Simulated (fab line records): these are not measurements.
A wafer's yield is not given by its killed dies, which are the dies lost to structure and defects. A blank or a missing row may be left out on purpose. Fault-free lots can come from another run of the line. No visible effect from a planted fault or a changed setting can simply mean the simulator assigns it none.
fab line records	flow sky130
record lots=12	wafers=36	lastDay=50
route steps=708 shown SONOS_ONO@173 POLY_GATE@236 LDD_HVP@287 SD_N@356 PAD_OPEN@708
lots that met no fault: taken from a fault-free run of the same line
startH: start of the lot's first displayed wafer, in hours after the record's first day	waitH: time in hours since the lot's previous step	" same as the row above	L1.1+2: a single row standing in for several wafers	- no value, or no start was given	* or withheld: withheld	< > ~ a bound
route shown NAME@n: names a module that has steps shown in the file, with the first one's number in the route	usual: mean/standard deviation taken from wafers without a fault	same: alike in all rows	chamber/n: place in a boat	sites: each site's reading	_std_site: how widely they spread, as a standard deviation	_edge_site: mean of outer sites minus mean of inner sites	radiusMm: how far each site lies from the wafer's centre	mask NAME#n: copy n	behind: the tool/chamber that last shaped the wafer	hold: why the lot went on hold/how many hours it stayed there/how the hold came to an end	device: transistor that didn't switch, given as n, p or np	end of line: at the end of the route, the tests of the same wafers	step lacking rows: just its recipe	killed: at the first sort, the dies lost to defects and structure; wafer yield is something else	map: a wafer's dies, x killed, . not, _ none there
set.NAME: the run value of the setting; set.NAME@STEP: its run value at that earlier step	model.NAME: the simulator's own value behind a step, which no gauge read
a sample of lots followed through the steps of the route, with each step as a table and each wafer as a row
services: from which hour (startH, from the record's first day; less than 0 if before it) a tool's chamber was out of use, for how many hours, and why
## steps
# step SKY_SONOS_ONO_THK_MEAS_05
# recipe reads=SiO2_of_SONOS_ONO_CVD_04
# usual SONOS_ONO_CVD_04_THK=5.77/0.12
lot.wafer	tool	chamber	startH	waitH	SONOS_ONO_CVD_04_THK[nm]
L540.2	filmMetro-02	-	253.88	0.0	5.72
L540.3	"	-	"	"	5.57
L540.5	"	-	"	"	5.66
L542.1	filmMetro-01	-	270.88	0.0	5.81
L542.5	"	-	"	"	5.84
L542.6	"	-	"	"	5.77
L547.2	filmMetro-03	-	303.46	0.0	5.63
L547.3	"	-	"	"	5.50
L547.4	"	-	"	"	5.58
L549.3	filmMetro-03	-	322.50	0.0	5.59
L549.4	"	-	"	"	5.62
L549.6	"	-	"	"	5.67
L551.1	filmMetro-02	-	343.08	0.0	5.71
L551.3	"	-	"	"	5.75
L551.6	"	-	"	"	5.75
L553.2	filmMetro-01	-	397.07	0.0	5.95
L553.3	"	-	"	"	6.00
L553.5	"	-	"	"	5.90
L557.1	filmMetro-02	-	397.12	0.1	5.73
L557.2	"	-	"	"	5.80
L557.6	"	-	"	"	5.82
L556.4	filmMetro-01	-	397.15	0.1	6.02
L556.5	"	-	"	"	5.92
L556.6	"	-	"	"	5.98
L559.2	filmMetro-01	-	408.25	0.0	5.65
L559.3	"	-	"	"	5.76
L559.4	"	-	"	"	5.74
L561.1	filmMetro-03	-	422.09	0.0	5.90
L561.5	"	-	"	"	5.89
L561.6	"	-	"	"	5.81
L562.1	filmMetro-03	-	431.67	0.0	5.84
L562.4	"	-	"	"	5.74
L562.5	"	-	"	"	5.72
L563.1	filmMetro-03	-	436.29	0.0	5.48
L563.2	"	-	"	"	5.79
L563.5	"	-	"	"	5.71
# step SKY_POLY_GATE_CD_MEAS_22
# usual cdNm=149.4/1.6
lot.wafer	tool	chamber	startH	waitH	cdNm
L540.2	cdSem-01	-	367.97	0.1	150.0
L540.3	"	-	"	"	150.4
L540.5	"	-	"	"	149.3
L542.1	cdSem-01	-	386.97	0.1	151.3
L542.5	"	-	"	"	148.7
L542.6	"	-	"	"	149.7
L547.2	cdSem-01	-	424.03	0.1	150.2
L547.3	"	-	"	"	147.9
L547.4	"	-	"	"	148.7
L549.3	cdSem-01	-	446.14	0.1	151.0
L549.4	"	-	"	"	149.4
L549.6	"	-	"	"	148.8
L551.1	cdSem-01	-	473.86	0.1	147.1
L551.3	"	-	"	"	149.1
L551.6	"	-	"	"	148.9
L553.2	cdSem-02	-	531.54	0.1	150.3
L553.3	"	-	"	"	149.5
L553.5	"	-	"	"	151.5
L556.4	cdSem-01	-	531.61	0.1	149.4
L556.5	"	-	"	"	148.7
L556.6	"	-	"	"	149.1
L557.1	cdSem-02	-	533.90	0.1	150.0
L557.2	"	-	"	"	152.5
L557.6	"	-	"	"	147.6
L559.2	cdSem-02	-	538.86	0.1	147.7
L559.3	"	-	"	"	146.1
L559.4	"	-	"	"	148.9
L561.1	cdSem-01	-	583.88	0.1	148.6
L561.5	"	-	"	"	148.2
L561.6	"	-	"	"	149.5
L562.1	cdSem-02	-	583.88	0.1	149.4
L562.4	"	-	"	"	149.1
L562.5	"	-	"	"	151.2
L563.1	cdSem-01	-	584.05	0.2	147.7
L563.2	"	-	"	"	149.8
L563.5	"	-	"	"	148.1
# step SKY_LDD_HVP_STRIP_09
# recipe chemistry=O2/N2	powerW=1400	pressureMtorr=1500	platenTempC=withheld	o2FlowSccm=3000	n2FlowSccm=300	overashFraction=0.5
# usual drypumpMotorCurrentA=5.8/0.51	n2FlowSccm=300.1/0.85	oesProductAu=0.408/0.0043	stripTimeToEndpointS=4.133/0.015
lot.wafer	tool	chamber	startH	waitH	drypumpMotorCurrentA	n2FlowSccm	oesProductAu	rfHoursCounterH	stripTimeToEndpointS
L540.2	plasmaAsher-01	1	488.69	0.1	5.9	300.4	0.403	80	4.119
L540.3	"	0	"	"	5.4	299.2	0.411	-	4.109
L540.5	"	0	"	"	5.4	299.5	0.409	-	4.128
L542.1	plasmaAsher-01	0	509.51	0.1	5.4	300.0	0.399	82	4.139
L542.5	"	1	"	"	5.9	300.1	0.410	-	4.137
L542.6	"	0	"	"	5.4	299.2	0.414	-	4.138
L547.2	plasmaAsher-03	0	547.96	0.1	6.6	301.0	0.410	73	4.151
L547.3	"	1	"	"	5.9	300.9	0.415	-	4.153
L547.4	"	0	"	"	6.6	300.7	0.407	-	4.140
L549.3	plasmaAsher-03	1	568.00	0.1	5.9	299.3	0.405	-	4.146
L549.4	"	0	"	"	6.5	298.6	0.412	-	4.164
L549.6	"	0	"	"	6.5	299.6	0.418	-	4.141
L551.1	plasmaAsher-02	0	593.57	0.1	5.0	299.0	0.407	43	4.149
L551.3	"	1	"	"	6.2	299.0	0.410	-	4.130
L551.6	"	1	"	"	6.2	300.6	0.419	-	4.133
L553.2	plasmaAsher-02	1	648.46	0.1	6.2	300.6	0.408	48	4.149
L553.3	"	0	"	"	5.0	300.1	0.407	-	4.138
L553.5	"	1	"	"	6.2	301.3	0.412	-	4.160
L556.4	plasmaAsher-03	1	649.49	0.1	5.9	300.4	0.401	-	4.147
L556.5	"	1	"	"	5.9	300.9	0.407	-	4.144
L556.6	"	0	"	"	6.5	300.2	0.405	-	4.144
L557.1	plasmaAsher-02	1	650.69	0.1	6.2	299.1	0.401	48	4.131
L557.2	"	0	"	"	5.0	300.5	0.400	48	4.140
L557.6	"	1	"	"	6.2	298.3	0.415	-	4.129
L559.2	plasmaAsher-03	0	654.64	0.1	6.5	301.1	0.401	84	4.137
L559.3	"	1	"	"	5.9	298.7	0.412	-	4.132
L559.4	"	0	"	"	6.5	301.3	0.410	-	4.142
L562.1	plasmaAsher-02	0	699.99	0.1	4.9	301.8	0.407	53	4.157
L562.4	"	0	"	"	5.0	300.6	0.410	-	4.155
L562.5	"	0	"	"	5.0	301.3	0.410	-	4.139
L561.1	plasmaAsher-01	1	701.16	0.1	5.9	299.8	0.412	102	4.128
L561.5	"	1	"	"	5.9	301.5	0.402	-	4.116
L561.6	"	0	"	"	5.4	300.8	0.404	-	4.135
L563.1	plasmaAsher-03	1	701.71	0.1	5.9	300.9	0.415	88	4.122
L563.2	"	0	"	"	6.5	299.7	0.411	88	4.103
L563.5	"	1	"	"	6.0	300.8	0.413	-	4.115
# step SKY_SD_N_RTA_14
# recipe tempC=1075	timeS=2	idleTempC=650	rampUpCPerS=150	rampDownCPerS=90	ambient=N2
# usual lampPowerPct=15.74/0.053	wafer_temp_C_max=1078.1/1.2
lot.wafer	tool	chamber	startH	waitH	lampPowerPct	wafer_temp_C_max
L540.2	rtpAnneal-02	0	640.16	0.0	15.76	1080.0
L540.3	"	0	"	"	15.79	1076.4
L540.5	"	0	"	"	15.71	1077.2
L542.1	rtpAnneal-01	0	671.34	0.0	15.70	1078.1
L542.5	"	0	"	"	15.67	1080.0
L542.6	"	0	"	"	15.81	1076.5
L547.2	rtpAnneal-01	0	694.55	0.0	15.71	1080.0
L547.3	"	0	"	"	15.72	1078.2
L547.4	"	0	"	"	15.66	1076.6
L549.3	rtpAnneal-01	0	716.26	0.0	14.59	1076.8
L549.4	"	0	"	"	14.53	1079.0
L549.6	"	0	"	"	14.55	1077.6
L551.1	rtpAnneal-01	0	738.94	0.0	14.49	1076.3
L551.3	"	0	"	"	14.55	1076.3
L551.6	"	0	"	"	14.57	1077.1
L553.2	rtpAnneal-02	0	791.05	0.0	15.76	1078.7
L553.3	"	0	"	"	15.74	1076.1
L553.5	"	0	"	"	15.83	1077.2
L556.4	rtpAnneal-01	0	792.02	0.0	15.68	1078.6
L556.5	"	0	"	"	15.72	1077.5
L556.6	"	0	"	"	15.73	1077.2
L557.1	rtpAnneal-02	0	793.56	0.0	15.71	1077.0
L557.2	"	0	"	"	15.77	1078.3
L557.6	"	0	"	"	15.71	1079.3
L559.2	rtpAnneal-01	0	796.61	0.0	15.74	1077.7
L559.3	"	0	"	"	15.80	1080.1
L559.4	"	0	"	"	15.60	1079.0
L562.1	rtpAnneal-01	0	837.94	0.0	15.72	1078.0
L562.4	"	0	"	"	15.74	1078.4
L562.5	"	0	"	"	15.80	1078.9
L561.1	rtpAnneal-02	0	838.25	0.0	15.79	1077.0
L561.5	"	0	"	"	15.79	1077.3
L561.6	"	0	"	"	15.67	1079.4
L563.1	rtpAnneal-01	0	839.41	0.0	15.74	1079.4
L563.2	"	0	"	"	15.77	1079.1
L563.5	"	0	"	"	15.73	1079.4
# step SKY_SD_N_RS_MEAS_16
# recipe thkMeasGauge=four-point-probe
# usual SD_N_RS=68.48/0.11
lot.wafer	tool	chamber	startH	waitH	hold	SD_N_RS[ohm/sq]
L540.2	filmMetro-04	-	640.34	0.1	-	68.43
L540.3	"	-	"	"	-	68.38
L540.5	"	-	"	"	-	68.29
L542.1	filmMetro-03	-	671.51	0.1	-	68.62
L542.5	"	-	"	"	-	68.47
L542.6	"	-	"	"	-	68.44
L547.2	filmMetro-02	-	694.74	0.1	-	68.44
L547.3	"	-	"	"	-	68.56
L547.4	"	-	"	"	-	68.55
L549.3	filmMetro-04	-	716.46	0.1	awaitDispo/0.2h/release	73.85
L549.4	"	-	"	"	awaitDispo/0.2h/release	73.78
L549.6	"	-	"	"	awaitDispo/0.2h/release	73.84
L549.3	filmMetro-04	-	716.82	0.3	-	73.90
L549.4	"	-	"	"	-	73.78
L549.6	"	-	"	"	-	73.73
L551.1	filmMetro-02	-	739.12	0.1	awaitDispo/0.2h/release	73.68
L551.3	"	-	"	"	awaitDispo/0.2h/release	73.87
L551.6	"	-	"	"	awaitDispo/0.2h/release	73.74
L551.1	filmMetro-02	-	739.48	0.3	-	73.89
L551.3	"	-	"	"	-	73.83
L551.6	"	-	"	"	-	73.87
L553.2	filmMetro-04	-	791.24	0.1	-	68.52
L553.3	"	-	"	"	-	68.62
L553.5	"	-	"	"	-	68.54
L556.4	filmMetro-04	-	792.23	0.1	-	68.43
L556.5	"	-	"	"	-	68.64
L556.6	"	-	"	"	-	68.37
L557.1	filmMetro-04	-	793.73	0.1	-	68.40
L557.2	"	-	"	"	-	68.46
L557.6	"	-	"	"	-	68.52
L559.2	filmMetro-02	-	796.83	0.1	-	68.35
L559.3	"	-	"	"	-	68.41
L559.4	"	-	"	"	-	68.51
L562.1	filmMetro-02	-	838.17	0.1	-	68.62
L562.4	"	-	"	"	-	68.46
L562.5	"	-	"	"	-	68.58
L561.1	filmMetro-03	-	838.43	0.1	-	68.53
L561.5	"	-	"	"	-	68.69
L561.6	"	-	"	"	-	68.66
L563.1	filmMetro-02	-	839.64	0.1	-	68.46
L563.2	"	-	"	"	-	68.51
L563.5	"	-	"	"	-	68.45
# step SKY_PAD_OPEN_PROBE_99
# usual defectLimitedYield=82.5/2.1	killed_at_M0_to_M3=43/6.8	killed_at_M4_up=3.2/1.7	killedAtContacts=24/5.6	killedAtFrontEnd=15/4.7	killedAtOther=0.3/0.59	killedDies=86/10	killedOpen=47/6.8	killedShort=39/6.4	sort_bin_3_pad_short=0.9/0.42	sort_bin_5_function=10.5/1.6	sort_bin_6_memory=6.2/1.1	sortNPass=406/10	sortYieldPct=82.5/2.1
# same grossDies=492	killedAtBackSide=0	sort_bin_4_leakage[%]=0	sort_bin_8_speed[%]=0
lot.wafer	tool	chamber	startH	waitH	defectLimitedYield[%]	killed_at_M0_to_M3	killed_at_M4_up	killedAtContacts	killedAtFrontEnd	killedAtOther	killedDies	killedOpen	killedShort	sort_bin_3_pad_short[%]	sort_bin_5_function[%]	sort_bin_6_memory[%]	sortNPass	sortYieldPct[%]
L559.2	prober-01	-	1183.61	0.1	82.9	51	3	19	11	0	84	46	38	0.6	10.8	5.7	408	82.9
L559.3	prober-01	-	1183.66	0.2	79.1	41	7	35	19	1	103	53	50	0.2	11.8	8.9	389	79.1
L559.4	prober-01	-	1183.71	0.2	79.7	50	4	30	16	0	100	48	52	1.0	12.8	6.5	392	79.7
L563.1	prober-01	-	1206.46	0.1	78.3	48	6	29	23	1	107	50	57	1.4	12.6	7.7	385	78.3
L563.2	prober-01	-	1206.51	0.1	83.3	43	7	13	19	0	82	50	32	0.4	11.2	5.1	410	83.3
L563.5	prober-01	-	1206.66	0.2	82.9	39	4	16	25	0	84	44	40	1.2	9.8	6.1	408	82.9
# killed by level:class
L559.2 VIA1:geometricParticle:open=13 CONTACT:geometricParticle:short=7 METAL2:geometricParticle:short=7 CONTACT:geometricParticle:open=6 VIA2:geometricParticle:open=6 VIA3:geometricParticle:open=6 FIELD_ISO:geometricParticle:open=4 VIA1:geometricParticle:short=4
L559.3 LI_CONTACT:geometricParticle:open=13 CONTACT:geometricParticle:open=12 FIELD_ISO:geometricParticle:short=8 VIA1:geometricParticle:open=5 VIA1:geometricParticle:short=5 VIA2:geometricParticle:open=5 METAL2:geometricParticle:short=5 VIA3:geometricParticle:open=5
L559.4 VIA1:geometricParticle:short=12 CONTACT:geometricParticle:open=8 VIA2:geometricParticle:open=8 LOCAL_INTERCONNECT:geometricParticle:short=7 VIA3:geometricParticle:open=7 FIELD_ISO:geometricParticle:short=6 LI_CONTACT:geometricParticle:open=6 METAL1:geometricParticle:short=6
L563.1 VIA1:geometricParticle:open=11 CONTACT:geometricParticle:open=11 FIELD_ISO:geometricParticle:open=8 METAL2:geometricParticle:short=8 CONTACT:geometricParticle:short=8 LI_CONTACT:geometricParticle:open=6 VIA3:geometricParticle:short=6 METAL4:geometricParticle:short=6
L563.2 VIA1:geometricParticle:open=10 VIA3:geometricParticle:open=8 FIELD_ISO:geometricParticle:short=6 LI_CONTACT:geometricParticle:open=6 METAL2:geometricParticle:short=6 VIA2:geometricParticle:open=5 FIELD_ISO:geometricParticle:open=4 CONTACT:geometricParticle:short=4
L563.5 FIELD_ISO:geometricParticle:short=15 VIA1:geometricParticle:open=12 VIA3:geometricParticle:open=8 CONTACT:geometricParticle:open=7 FIELD_ISO:geometricParticle:open=6 METAL1:geometricParticle:short=5 METAL4:geometricParticle:short=3 LOCAL_INTERCONNECT:geometricParticle:short=3
## services
tool	chamber	startH	hours	kind
plasmaAsher-02	-	491.33	10.2	repair
plasmaAsher-01	-	505.72	2.1	repair
plasmaAsher-01	-	562.19	1.4	repair
plasmaAsher-02	-	596.37	5.2	repair
rtpAnneal-02	-	605.97	0.8	pm
plasmaAsher-01	-	608.70	2.4	repair
plasmaAsher-01	-	733.75	9.0	pm
plasmaAsher-01	0	733.75	9.0	ventCycle
plasmaAsher-01	1	733.75	9.0	ventCycle
plasmaAsher-01	0	742.75	-	clean
plasmaAsher-01	1	742.75	-	clean
plasmaAsher-01	-	765.25	1.5	repair
plasmaAsher-02	-	788.03	0.9	repair
plasmaAsher-01	-	805.35	11.7	repair
plasmaAsher-01	-	805.63	1.6	repair
plasmaAsher-01	-	812.21	0.4	repair
## key
firstSign step=SKY_SD_N_RTA_14	reading=lampPowerPct	direction=down	sigmas=23	usual=15.74	struck=14.55
effect step=SKY_SD_N_RS_MEAS_16	reading=visit	direction=added
effect step=SKY_SD_N_RS_MEAS_16	reading=SD_N_RS	direction=up	sigmas=49	usual=68.48	struck=73.79
metAt SKY_SD_N_RTA_14
struckLots L549,L551
scrappedBehind SKY_SD_N_RS_MEAS_16 L549.3,L549.4,L549.6,L551.1,L551.3,L551.6
notActingAt SKY_SONOS_ONO_THK_MEAS_05,SKY_POLY_GATE_CD_MEAS_22,SKY_LDD_HVP_STRIP_09
onsetBetween 694.55 716.26
fault kind=processParameterDrift	tool=rtpAnneal-01	chamber=-	onsetH=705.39	steps=SKY_SD_N_RTA_14	channel=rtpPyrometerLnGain	offset=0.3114	shape=step	endH=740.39
